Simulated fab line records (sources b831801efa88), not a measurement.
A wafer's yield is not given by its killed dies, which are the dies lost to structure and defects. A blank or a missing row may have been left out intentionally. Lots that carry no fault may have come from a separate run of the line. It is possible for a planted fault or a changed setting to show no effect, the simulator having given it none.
Which tool is to blame?	flow sfq-line	42 wafers from 14 lots sampled at 4 of the route's 325 steps

WHAT EACH GAUGE READ, for each wafer
SFQ_R5_THK_MEAS_934: measures by xrf. Usual: R5_MONX_THK gives 39.9 nm (standard deviation 0.55).
lot	measured	on	R5_MONX_THK (nm)	flag
L386	day 56 03:18	film-metro-02	39.6 39.1 39.4	
L387	day 57 07:08	film-metro-01	40.3 40.0 40.4	
L388	day 57 08:56	film-metro-02	40.5 40.1 40.7	
L389	day 57 10:08	film-metro-02	40.1 40.1 39.5	
L390	day 57 20:51	film-metro-02	40.4 40.8 41.0	
L391	day 63 08:07	film-metro-03	39.1 39.8 39.7	
L398	day 66 03:52	film-metro-03	39.8 39.6 39.6	
L399	day 66 09:53	film-metro-02	40.5 40.4 40.7	
L404	day 71 14:02	film-metro-02	39.1 39.1 38.6	
L405	day 71 18:29	film-metro-01	39.6 39.3 39.9	
L406	day 71 22:05	film-metro-02	40.1 40.3 39.8	
L407	day 72 01:40	film-metro-03	39.8 39.9 39.7	
L408	day 72 04:41	film-metro-01	40.7 40.9 40.5	
L409	day 73 08:44	film-metro-02	40.0 39.4 39.4	

SFQ_M8_BOW_MEAS_951. Usual: M8_BOW gives 8 um (standard deviation 12).
lot	measured	on	M8_BOW (um)	flag
L386	day 80 16:37	film-metro-04	34 27 35	
L387	day 80 17:47	film-metro-04	-21 -14 2	
L388	day 80 22:35	film-metro-02	22 20 17	
L389	day 81 06:59	film-metro-03	23 11 31	
L390	day 81 10:35	film-metro-04	14 8 14	
L391	day 81 15:23	film-metro-02	10 7 9	
L398	day 84 20:50	film-metro-02	27 35 36	
L399	day 84 23:32	film-metro-02	7 17 4	
L404	day 91 10:32	film-metro-04	-4 -7 -6	
L405	day 91 12:58	film-metro-02	12 -4 9	
L406	day 91 15:20	film-metro-04	8 6 7	
L407	day 91 17:54	film-metro-04	15 4 10	
L408	day 91 22:43	film-metro-03	-8 -10 -10	
L409	day 92 07:03	film-metro-02	1 2 2	

WHAT TOOL EACH LOT RAN ON (gives the tool, then ch and the chambers of the sampled wafers, and finally the start)
lot	SFQ_TRILAYER_I4_CMP_CMP_100	SFQ_TRILAYER_M7_LITHO_DEVELOP_179
L386	cmp-02 ch 0,1,2, day 49 12:12	litho-track-01 ch 0, day 76 15:06
L387	cmp-01 ch 0,1,2, day 49 13:36	litho-track-01 ch 0, day 76 19:03
L388	cmp-01 ch 1,2,3, day 50 04:47	litho-track-03 ch 0, day 76 22:39
L389	cmp-01 ch 1,2,3, day 50 10:30	litho-track-03 ch 0, day 77 05:50
L390	cmp-01 ch 0,3, day 50 16:07	litho-track-01 ch 0, day 77 07:02
L391	cmp-02 ch 0,1,3, day 51 09:03	litho-track-03 ch 0, day 77 15:07
L398	cmp-02 ch 1,2,3, day 54 07:27	litho-track-01, day 82 18:58
L399	cmp-01 ch 1,2,3, day 54 14:57	litho-track-01, day 82 21:25
L404	cmp-01 ch 1,3, day 55 11:36	litho-track-04 ch 0, day 87 17:18
L405	cmp-01 ch 0,1,3, day 55 17:30	litho-track-03 ch 0, day 87 18:31
L406	cmp-01 ch 0,1,3, day 55 23:59	litho-track-03 ch 0, day 88 00:30
L407	cmp-02 ch 2,3, day 56 03:44	litho-track-03 ch 0, day 88 01:40
L408	cmp-01 ch 0,1,3, day 56 10:02	litho-track-03 ch 0, day 88 05:18
L409	cmp-01 ch 1,2,3, day 57 23:31	litho-track-04 ch 0, day 88 16:04
- SFQ_TRILAYER_I4_CMP_CMP_100: polishes SiO2.
- SFQ_TRILAYER_M7_LITHO_DEVELOP_179: time 60 s.

WHAT THE TOOLS THEMSELVES READ (means of the sampled wafers that have a number; where no wafer has one, the mark that the record gives instead)
SFQ_TRILAYER_I4_CMP_CMP_100. Usual: motor-current-A 10.6 A, standard deviation 1.2; time-to-endpoint-s 206 s, standard deviation 8.
lot	tool	motor-current-A (A)	time-to-endpoint-s (s)	flag
L386	cmp-02	9.2	203	
L387	cmp-01	11.3	201	
L388	cmp-01	11.3	210	
L389	cmp-01	10.8	208	
L390	cmp-01	11.4	208	
L391	cmp-02	10.8	204	
L398	cmp-02	9.8	205	
L399	cmp-01	10.9	208	
L404	cmp-01	10.2	206	
L405	cmp-01	10.7	211	
L406	cmp-01	11.2	206	
L407	cmp-02	10.5	196	
L408	cmp-01	11.2	209	
L409	cmp-01	10.7	219	

SFQ_TRILAYER_M7_LITHO_DEVELOP_179. Usual: chill-plate-temp-C 22.99 C, standard deviation 0.11; exhaust-pa 44.9 Pa, standard deviation 1.
lot	tool	chill-plate-temp-C (C)	exhaust-pa (Pa)	flag
L386	litho-track-01	22.90	44.5	
L387	litho-track-01	22.90	44.6	
L388	litho-track-03	22.97	45.2	
L389	litho-track-03	23.12	44.4	
L390	litho-track-01	23.02	43.7	
L391	litho-track-03	22.88	45.9	
L398	litho-track-01	-	-	OFF
L399	litho-track-01	-	-	OFF
L404	litho-track-04	23.04	45.9	
L405	litho-track-03	22.91	46.0	
L406	litho-track-03	23.05	44.0	
L407	litho-track-03	22.87	45.1	
L408	litho-track-03	22.93	44.9	
L409	litho-track-04	22.92	44.8	

THE ANSWER, worked out from the rows above alone
Rule: lot off if the mean of its wafers having a number is beyond 3 standard deviations from the usual mean. A lot without any number at a reading at which 4 lots or more have one is off too. Any other lot the step has rows for is counted as sound. The gauges are gone through in route order, then the tools' own readings, and for those a lot's mean is taken as printed above. The first step at which some lot is off is used, and at that step the reading that is off furthest; a lot without a number counts as furthest.
Off at SFQ_TRILAYER_M7_LITHO_DEVELOP_179 (chill-plate-temp-C): L398, L399. Without a number there: L398, L399.
A tool fits if, at that step or a process step before it, it ran every lot that is off, and no sound lot after the first of them. One fits: litho-track-01 at SFQ_TRILAYER_M7_LITHO_DEVELOP_179. A fault onset in the window from L390 (day 77 07:02, its last sound lot) to L398 (day 82 18:58, its first lot off) fits.
Blank at SFQ_TRILAYER_M7_LITHO_DEVELOP_179 on the lots that are off, where sound lots have numbers: chill-plate-temp-C, exhaust-pa.

WHAT HAD BEEN PUT IN BY THE SIMULATOR
Skipped step whole: litho-track-01, from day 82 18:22 on, at SFQ_TRILAYER_M7_LITHO_DEVELOP_179. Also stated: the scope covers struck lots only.
Lots struck among those shown: L398, L399. Same finding as the rule above.
